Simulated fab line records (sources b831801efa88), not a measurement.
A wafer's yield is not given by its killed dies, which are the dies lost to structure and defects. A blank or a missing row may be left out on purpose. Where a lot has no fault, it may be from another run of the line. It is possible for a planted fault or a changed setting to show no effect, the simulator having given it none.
Chamber matching | flow gf180mcu | GF_CONTACT_CVD_02 on pecvd-01 has 3 sister chambers
The step deposits SiO2 from TEOS, target thk 860 nm, time 95.992 s. 3 wafers are shown with their chamber, then 8 later ones without.

== WAFERS PAIRED WITH THEIR CHAMBERS ==
wafer  | chamber | heater power w (W)
L218.6 | 2       | 684
L219.5 | 0       | 742
L221.2 | 1       | 738

== WAFERS MISSING THEIR CHAMBER ==
wafer  | heater power w (W)
L221.3 | 615
L221.5 | 673
L223.2 | 619
L223.3 | 668
L223.4 | 692
L226.1 | 735
L226.2 | 786
L226.6 | 559

== WHICH CHAMBER EACH WENT THROUGH ==
wafer  | from the rows above          | in truth
L221.3 | can't be placed: 2 or 1 or 0 | 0
L221.5 | can't be placed: 2 or 1 or 0 | 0
L223.2 | can't be placed: 2 or 1 or 0 | 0
L223.3 | can't be placed: 2 or 1 or 0 | 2
L223.4 | can't be placed: 2 or 1 or 0 | 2
L226.1 | can't be placed: 1 or 0 or 2 | 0
L226.2 | can't be placed: 0 or 1 or 2 | 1
L226.6 | can't be placed: 2 or 1 or 0 | 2
Correctly placed: 0 of 8. Cannot be placed on the basis of these rows: 8; the candidates contain the true chamber in 8. Number placed wrongly: 0.
How it was worked out, from the rows above alone: a wafer's distance from a chamber is the root of the sum, over the readings, of the square of ((its reading less the chamber's mean) divided by the reading's scatter). If the next closest chamber is less than 2 further off than the closest, the wafer can't be placed; otherwise it belongs to the closest. A chamber's mean is the mean of its shown wafers. The scatter: with one shown wafer a chamber, the root of the mean of the squares of how far each hidden wafer lies from its nearest shown one.
